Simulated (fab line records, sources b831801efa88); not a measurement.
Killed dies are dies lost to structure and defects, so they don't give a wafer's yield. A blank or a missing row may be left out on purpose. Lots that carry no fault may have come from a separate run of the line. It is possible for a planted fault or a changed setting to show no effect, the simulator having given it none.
Which tool is to blame?	flow gf180mcu	36 wafers sampled from 12 lots at 1 step of a route of 602

## WHAT THE GAUGES SHOWED, per wafer
GF_M2_CD_MEAS_14 targets a cd of 280 nm.
lot	measured	on	cd nm (nm)
L075	day 19 14:39	cd sem-02	280.4 279.4 279.6
L077	day 20 01:25	cd sem-02	279.3 277.9 279.3
L079	day 21 09:17	cd sem-01	280.2 279.9 280.5
L081	day 22 11:43	cd sem-02	280.5 280.3 280.9
L083	day 22 23:38	cd sem-01	279.6 280.6 281.4
L085	day 23 18:29	cd sem-01	281.1 280.6 279.8
L087	day 24 04:43	cd sem-02	279.6 278.9 280.7
L088	day 24 19:55	cd sem-02	278.0 277.8 278.9
L091	day 25 08:27	cd sem-02	279.4 280.0 280.5
L093	day 25 13:56	cd sem-01	279.9 279.4 279.7
L095	day 26 11:19	cd sem-02	281.4 282.6 281.9
L097	day 26 21:15	cd sem-01	279.9 280.3 279.1

## TOOL THAT RAN EACH LOT (tool first, then ch and the chambers of the sampled wafers, then the start)
The record holds no process step before these readings.

## THE ANSWER, worked out from the rows above alone
Rule: what is usual is taken from the lots themselves. The widest of any qualifying gaps counts: lots, ordered by their means at a reading, are off when they make up no more than a third of the lots, leave a main group of 4 or more, and stand apart from it by 3 or more times the standard deviation of that group's means. Not used: any main group whose means are identical at the precision the tables above print for the reading. A lot without any number at a reading at which 4 lots or more have one is off too. Where the step has rows for the other lots, those lots are counted as sound.
None of the lots is off at any reading shown; this tells nothing.

## WHAT THE SIMULATOR HAD INSERTED
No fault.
